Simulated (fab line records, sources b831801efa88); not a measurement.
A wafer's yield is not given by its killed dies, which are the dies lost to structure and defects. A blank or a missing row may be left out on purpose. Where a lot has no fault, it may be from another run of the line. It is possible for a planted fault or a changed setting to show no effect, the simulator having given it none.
The tool behind it: which one?	flow gf180mcu	Sampling: 7 lots, 21 wafers, 2 of 602 route steps

## WHAT EACH GAUGE READ, for each wafer
GF_HV_LDD_CD_MEAS_19 targets a cd of 400 nm.
lot	measured	on	cdNm (nm)
L187	day 11 10:01	cdSem-01	399.8 401.0 398.8
L190	day 12 06:57	cdSem-02	399.2 396.1 400.3
L192	day 13 02:19	cdSem-01	400.7 399.7 397.4
L194	day 13 19:25	cdSem-01	398.6 400.1 399.9
L196	day 14 05:08	cdSem-01	400.0 399.6 402.9
L198	day 14 18:19	cdSem-01	398.9 400.2 400.9
L203	day 16 11:53	cdSem-01	398.5 395.5 396.3

## EACH LOT AND THE TOOL THAT RAN IT (in order: tool; ch and the chambers of the sampled wafers; start)
lot	GF_HV_LDD_DEVELOP_18
L187	lithoTrack-03 ch 0, day 11 09:50
L190	lithoTrack-03 ch 0, day 12 06:48
L192	lithoTrack-04 ch 0, day 13 02:11
L194	lithoTrack-01 ch 0, day 13 19:16
L196	lithoTrack-03 ch 0, day 14 04:59
L198	lithoTrack-03 ch 0, day 14 18:10
L203	lithoTrack-04 ch 0, day 16 11:44
- GF_HV_LDD_DEVELOP_18: develop time 60 s.

## THE ANSWER, worked out from the rows above alone
Rule: the usual values come from the lots themselves. The widest of any qualifying gaps counts: lots, ordered by their means at a reading, are off when they make up no more than a third of the lots, leave a main group of 4 or more, and stand apart from it by 3 or more times the standard deviation of that group's means. If all means in a main group match to the digits the tables above print for the reading, that group is not used. Also off: a lot with no number at a reading for which 4 or more lots have one. All remaining lots with rows at the step are treated as sound.
Across all readings shown, no lot is off: no conclusion can be drawn from this.

## WHAT THE SIMULATOR HAD PUT IN
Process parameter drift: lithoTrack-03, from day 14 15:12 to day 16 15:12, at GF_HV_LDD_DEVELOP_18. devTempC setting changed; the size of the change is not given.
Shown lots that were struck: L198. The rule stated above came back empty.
